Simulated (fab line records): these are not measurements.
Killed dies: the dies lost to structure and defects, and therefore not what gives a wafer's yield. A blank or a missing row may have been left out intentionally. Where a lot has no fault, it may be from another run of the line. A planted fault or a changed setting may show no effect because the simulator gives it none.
Check of tool commonality	flow sfqLine	Lots sampled 15, wafers sampled 45

## WHAT PROMPTED THE OPENING
SFQ_L0V_OVL_MEAS_903, reading L0V_OVL: flagged on 3 of 15 lots. Wafers without a fault read -2 nm, standard deviation 4.3.
Rule: a lot is flagged when every wafer of it that has a number lies more than 4 standard deviations from that mean, or none has a number. All remaining lots are regarded as sound.

lot	measured	on	L0V_OVL (nm), wafer by wafer	flag
L638	day 7 12:27	overlay-02	-1 0 -9	
L639	day 7 21:51	overlay-01	5 3 2	
L640	day 8 06:16	overlay-02	-1 -8 -5	
L641	day 8 19:23	overlay-01	1 -9 1	
L642	day 9 02:34	overlay-01	82 76 75	FLAGGED
L643	day 9 10:58	overlay-02	75 78 80	FLAGGED
L644	day 9 19:22	overlay-01	81 81 80	FLAGGED
L645	day 10 02:29	overlay-02	1 3 -1	
L647	day 10 20:29	overlay-02	-1 -2 -3	
L650	day 11 13:18	overlay-01	2 -1 2	
L652	day 12 02:29	overlay-01	-6 -2 -6	
L656	day 13 10:35	overlay-01	-3 -5 -2	
L657	day 13 18:59	overlay-01	-4 -3 -4	
L658	day 13 22:35	overlay-01	7 -4 5	
L659	day 14 05:47	overlay-01	-4 -11 -5	
The numbers of the flagged lots are 79 nm on average: +81 nm against the usual, or +19 standard deviations.

## WHICH TOOL EACH LOT WENT THROUGH
The record keeps 1 process step preceding the reading, out of 325 steps on the route. Every cell lists first the tool, next ch and the chambers used by the sampled wafers, and last the start.
lot	flag	SFQ_TRILAYER_L0_VIA_LITHO_EXPOSE_014
L638		krfScanner-02 ch 0, day 7 10:57
L639		krfScanner-01 ch 0, day 7 20:21
L640		krfScanner-01 ch 0, day 8 05:09
L641		krfScanner-01 ch 0, day 8 18:16
L642	FLAGGED	krfScanner-01 ch 0, day 9 01:04
L643	FLAGGED	krfScanner-01 ch 0, day 9 09:40
L644	FLAGGED	krfScanner-01 ch 0, day 9 17:52
L645		krfScanner-02 ch 0, day 10 00:59
L647		krfScanner-02 ch 0, day 10 19:23
L650		krfScanner-02 ch 0, day 11 12:23
L652		krfScanner-02 ch 0, day 12 01:23
L656		krfScanner-02 ch 0, day 13 09:17
L657		krfScanner-02 ch 0, day 13 17:53
L658		krfScanner-02 ch 0, day 13 21:05
L659		krfScanner-02 ch 0, day 14 04:29
What these steps do:
- SFQ_TRILAYER_L0_VIA_LITHO_EXPOSE_014: exposes mask L0V, target cd 700 nm.
- SFQ_L0V_OVL_MEAS_903

## FLAGGED AGAINST TOTAL, ONE TOOL AT A TIME (gauges that did the reading follow at the end)
step	tool	lots run	flagged	share of the flagged lots	sound lots run after its first flagged lot
SFQ_TRILAYER_L0_VIA_LITHO_EXPOSE_014	krfScanner-01	6	3	all	0
SFQ_TRILAYER_L0_VIA_LITHO_EXPOSE_014	krfScanner-02	9	0	none	-
SFQ_L0V_OVL_MEAS_903	overlay-01	10	2	some	6 (L650,L652,L656,L657,L658,L659)
SFQ_L0V_OVL_MEAS_903	overlay-02	5	1	some	2 (L645,L647)

## WHAT IS ALLOWED BY THE TABLE
All flagged lots share 1 row of the table, namely krfScanner-01 at SFQ_TRILAYER_L0_VIA_LITHO_EXPOSE_014.
- krfScanner-01 at SFQ_TRILAYER_L0_VIA_LITHO_EXPOSE_014: 3 of its 6 lots flagged. Last sound lot L641 at day 8 18:16, first flagged lot L642 at day 9 01:04; a fault beginning in between fits.
One tool is left: krfScanner-01 at SFQ_TRILAYER_L0_VIA_LITHO_EXPOSE_014.

## WHAT HAD BEEN PUT IN BY THE SIMULATOR
Scanner matching overlay: krfScanner-01, from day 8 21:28 on, at SFQ_TRILAYER_L0_VIA_LITHO_EXPOSE_014. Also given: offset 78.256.
Lots struck among those shown: L642, L643, L644. The rule given above showed the same thing.
